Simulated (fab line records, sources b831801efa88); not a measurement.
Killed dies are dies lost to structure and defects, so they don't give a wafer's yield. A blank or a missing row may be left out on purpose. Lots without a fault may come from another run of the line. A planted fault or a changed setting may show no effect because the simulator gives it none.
Problem report in the 8D (eight disciplines) form, filled by code | flow sky130 | the parts of the form that need people (team, actions taken, sign-off) are left out

1. THE PROBLEM
GATE_OXIDE_TW at SKY_GATE_OXIDE_TW_MEAS_14 reads a mean of 213.4 on 4 wafers of 3 lots; wafers without a fault read 224.5 with a standard deviation of 1.6. That is -6.9 standard deviations from the usual mean.
First seen on wafer L507.6, day 16 05:06, on film_metro-03. The record holds 38 wafers of 13 lots with a number at this step. Rule for "out", or "out of limits": more than 4 standard deviations from the usual mean. The other wafers with a number count as sound.

2. WHAT IT IS AND WHAT IT IS NOT
question                    | is                             | is not
which readings at this step | GATE_OXIDE_TW                  | -
which lots                  | L507, L508, L509               | L501, L502, L505, L506, L517, L518, L519, L520, L521, L522
which wafers of those lots  | L507.6, L508.4, L509.4, L509.6 | L507.2, L507.3, L508.2, L508.3
read on which gauges        | film_metro-03, film_metro-04   | film_metro-02
when                        | from day 16 05:06              | up to then (14 sound wafers); but 20 sound wafers of L508, L517, L518, L519, L520, L521, L522 came after

3. SUSPECTS, AND WHAT RULES EACH OUT
Counting: a tool at a process step up to the reading stays a suspect if it ran every lot that is out. Sound lots after the first of them don't rule it out here, since some wafers of a struck lot are sound.
- the gauge at SKY_GATE_OXIDE_TW_MEAS_14: ruled out. The wafers that are out were read on 2 gauges (film_metro-03, film_metro-04).
- implanter-02 at SKY_GATE_OXIDE_IMPLANT_11: kept. It ran every lot that is out, first L507 (day 16 04:46); its last sound lot up to then is L506 (day 15 19:55).
Left after counting: implanter-02 at SKY_GATE_OXIDE_IMPLANT_11.

4. THE CAUSE (what the simulator had put in)
Process parameter drift: implanter-02, from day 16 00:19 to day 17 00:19, at SKY_GATE_OXIDE_IMPLANT_11. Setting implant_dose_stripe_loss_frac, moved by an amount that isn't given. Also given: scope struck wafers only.
Counting left only this tool.

5. THE CHAIN OF EFFECTS, in route order
Each row: a reading whose mean over the struck wafers that have a number lies more than 3 standard deviations from the usual. Only readings for which the record gives a usual standard deviation are gone through. hours: the time from each lot's start at the first step in this table that gives one to its start at this step, as a median over the lots. sigmas: the change in usual standard deviations.
hours | step                      | reading       | usual | on struck wafers | change | sigmas
0     | SKY_GATE_OXIDE_TW_MEAS_14 | GATE_OXIDE_TW | 224.5 | 213.4            | -11.1  | -6.9

6. WHAT WOULD HAVE CAUGHT IT SOONER
In this record the first reading out of limits at a measuring or inspecting step was taken at day 16 05:06, 5 hours after the fault began at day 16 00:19.
Of the lots that are out (3), L508, L509 began SKY_GATE_OXIDE_IMPLANT_11 on implanter-02 after day 16 05:06. A hold on the tool at that time would have spared those 2.
